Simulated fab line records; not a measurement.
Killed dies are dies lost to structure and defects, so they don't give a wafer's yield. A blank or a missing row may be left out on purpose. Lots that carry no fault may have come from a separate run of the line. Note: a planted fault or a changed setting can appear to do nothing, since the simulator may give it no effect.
8D (eight disciplines) problem report, filled in by code	flow gf180mcu	the parts of the form that need people (team, actions taken, sign-off) are left out

1. WHAT WENT WRONG
On 2 wafers of 1 lot, strip time to endpoint s at GF_VT_IMPLANT_STRIP_20 has a mean of 12.09 s; fault-free wafers read 12.64 s, standard deviation 0.034. Relative to the usual mean, that is a shift of -16 standard deviations.
The step: strips in O2/N2.
First observed at day 7 15:58: wafer L743.1, on plasma asher-02. The record holds 36 wafers of 12 lots with a number at this step. Rule for "out" (also "out of limits"): further than 4 standard deviations from the usual mean. The rest of the wafers with a number are treated as sound.

2. WHAT IT IS, AND WHAT IT ISN'T
question	is	is not
which readings at this step	strip time to endpoint s	drypump motor current A, heater power w, oes product au, platen temp c
which lots	L743	L738, L739, L748, L750, L752, L753, L757, L758, L759, L760, L761
which wafers of those lots	L743.1, L743.6	L743.5
read on which tools	plasma asher-02	plasma asher-04
when	from day 7 15:58	up to then (7 sound wafers); but 27 sound wafers of L748, L750, L752, L753, L757, L758, L759, L760, L761 came after

3. WHAT RULES OUT EACH SUSPECT
Counting: any tool at a process step up to the reading remains a suspect provided it ran every lot that is out. Sound lots after the first of them don't rule it out here, since some wafers of a struck lot are sound.
- plasma asher-01 at GF_LVPWELL_STRIP_10 (strips in O2/N2): kept. It ran the lot that is out, L743 (day 5 01:28).
- litho track-04 at GF_VT_IMPLANT_COAT_13 (resist thk 1000 nm): kept. The lot that is out, L743, ran on it at day 7 07:37; the last sound lot it ran before that was L739, at day 6 04:24.
- plasma asher-02 at GF_VT_IMPLANT_STRIP_20 (strips in O2/N2): kept. The lot that is out, L743, ran on it at day 7 15:58; the last sound lot it ran before that was L739, at day 6 11:52. Out on those wafers are its own readings of strip time to endpoint s.
- The sound lot-mates ran in chamber 0 of plasma asher-01 at GF_LVPWELL_STRIP_10, but the wafers that are out ran in chamber 1.
Still standing after the count: plasma asher-01 at GF_LVPWELL_STRIP_10, litho track-04 at GF_VT_IMPLANT_COAT_13, plasma asher-02 at GF_VT_IMPLANT_STRIP_20.

4. THE CAUSE (what the simulator had put in)
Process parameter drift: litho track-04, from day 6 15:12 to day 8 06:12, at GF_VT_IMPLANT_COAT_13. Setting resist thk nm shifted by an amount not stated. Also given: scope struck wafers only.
Counting left 3 suspects, and this tool is among them.

5. SEQUENCE OF EFFECTS, ordered by route
Each row: a reading whose mean over the struck wafers that have a number lies more than 3 standard deviations from the usual. Scope: only readings with a usual standard deviation given in the record; hours: median across lots of the time from each lot's start at the first step in this table that gives one to its start at this step; sigmas: change in usual standard deviations.
hours	step	reading	usual	on struck wafers	change	sigmas
0	GF_VT_IMPLANT_STRIP_20	strip time to endpoint s	12.64 s	12.09	-0.55	-16
Process steps it contains:
- GF_VT_IMPLANT_STRIP_20: strips in O2/N2.

6. HOW IT WOULD HAVE BEEN CAUGHT EARLIER
In this record no reading fell out of limits until day 7 15:58, 25 hours after the fault had begun at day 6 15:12.
An alarm limit of 4 standard deviations would not have fired on the tool readings at GF_VT_IMPLANT_COAT_13 for which the record gives a usual standard deviation, since none of them was out on any struck wafer.
By day 7 15:58 the whole set of lots that are out, 1 in number, had already begun GF_VT_IMPLANT_COAT_13 on litho track-04. Tool hold at that time: it would have spared none of them.
